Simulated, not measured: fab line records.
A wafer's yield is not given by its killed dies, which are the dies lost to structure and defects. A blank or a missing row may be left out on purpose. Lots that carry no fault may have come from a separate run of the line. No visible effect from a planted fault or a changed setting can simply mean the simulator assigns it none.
A lot that was struck, set against a sound lot -- flow sky130 -- 15 steps out of a route of 708
Sound: the wafers L336.1, L336.4, L336.5. Struck: wafers L346.1, L346.2, L346.6. At the end, the cause is stated.
Each step with rows lists, per side, the tool, then ch with its chambers, then its first start. Under that, the readings that differ: sound wafers -- struck wafers -- difference of the means -- sigmas: that difference in standard deviations of wafers without a fault.
alike: a reading whose means differ by less than 2 such deviations, as well as words and numbers matching on both sides. not compared: withheld readings; readings where some wafer has no value; bounds like >300 that might hide an equal value; numbers whose values overlap and for which the record gives no deviation.
The two part at a step that has a row with sigmas, a row that says differs or no value, or rows on one side only. Numbers that have no deviation but don't overlap get no sigmas and don't part them. A reading missing from all wafers of one side parts the sides only when that side holds two or more wafers.

first, 2 steps without rows for these wafers: SKY_GATE_OXIDE_IMPLANT_11; SKY_GATE_OXIDE_WET_ETCH_12 (etches SiO2 in dHF, target depth 16.8 nm, time 336 s).
SKY_GATE_OXIDE_STRIP_13: strips in O2/N2.
  sound on plasmaAsher-04 ch 0,1, day 13 18:02; struck on plasmaAsher-04 ch 0,1, day 17 09:16
  alike: drypumpMotorCurrentA, n2FlowSccm, oesProductAu, stripTimeToEndpointS
  not compared: rfHoursCounterH
SKY_GATE_OXIDE_TW_MEAS_14:
  struck on filmMetro-04, day 17 09:22; sound on filmMetro-02, day 13 18:08
  alike: GATE_OXIDE_TW
then, 3 steps without rows for these wafers: SKY_GATE_OXIDE_CLEAN_15 (cleans in SC1/SC2, time 150 s); SKY_GATE_OXIDE_OXIDATION_16 (stabilise 600 s, purge 300 s, target thk 3.57 nm); SKY_POLY_GATE_CVD_00 (deposits poly-Si, target thk 180 nm, time 720 s).
SKY_POLY_GATE_THK_MEAS_01:
  struck on filmMetro-02, day 17 13:46; sound on filmMetro-01, day 13 23:20
reading,sound,struck,difference,sigmas
POLY_GATE_CVD_00_THK (nm),175.7 177.0 176.5,183.5 182.5 182.8,+6.5,+4
then, 4 steps without rows for these wafers: SKY_RES_PROTECT_DEHYDRATE_00 (time 60 s); SKY_RES_PROTECT_HMDS_01 (prime time 60 s); SKY_RES_PROTECT_COAT_02 (resist thk 1140 nm); SKY_RES_PROTECT_SOFTBAKE_03 (time 60 s).
SKY_RES_PROTECT_EXPOSE_04: exposes mask RPM, target cd 1270 nm.
  sound on ilineStepper-01 ch 0, day 14 12:11; struck on ilineStepper-02 ch 0, day 18 04:19
reading,sound,struck,difference,sigmas
model.RES_PROTECT.overlayXNm (nm),0.3356 0.3356 0.3356,255.6 255.6 255.6,+255.3,
  alike: mask
after that, 1 step had no rows for these wafers: SKY_RES_PROTECT_PEB_05.
-- a jump in the record: the struck wafers' starts before and after are 30 days apart (it breaks off in module RES_PROTECT and resumes in module PAD_OPEN, where the first step shown is number 708 of the route) --
SKY_PAD_OPEN_PROBE_99:
  struck on prober-02, day 48 10:26; sound on prober-01, day 45 15:59
reading,sound,struck,difference,sigmas
model.etest.resXhighPo.lineOhmUm,5569 5572 5677,1347 1345,-4260,
model.etest.resXhighPo.widthNm (nm),346.3 346.1 350.6,1489 1498,+1146,
model.etest.resHighPo.lineOhmUm,752.1 767.2 760.8,482.7 485.4,-276.0,
model.etest.resHighPo.widthNm (nm),346.5 347.2 352,520.2 522.2,+172.6,

== WHERE THEY PART ==
SKY_POLY_GATE_THK_MEAS_01 only, going by this record. Later steps at which nothing parts them and some readings are alike: SKY_RES_PROTECT_EXPOSE_04.

WHY: whatever the simulator had introduced
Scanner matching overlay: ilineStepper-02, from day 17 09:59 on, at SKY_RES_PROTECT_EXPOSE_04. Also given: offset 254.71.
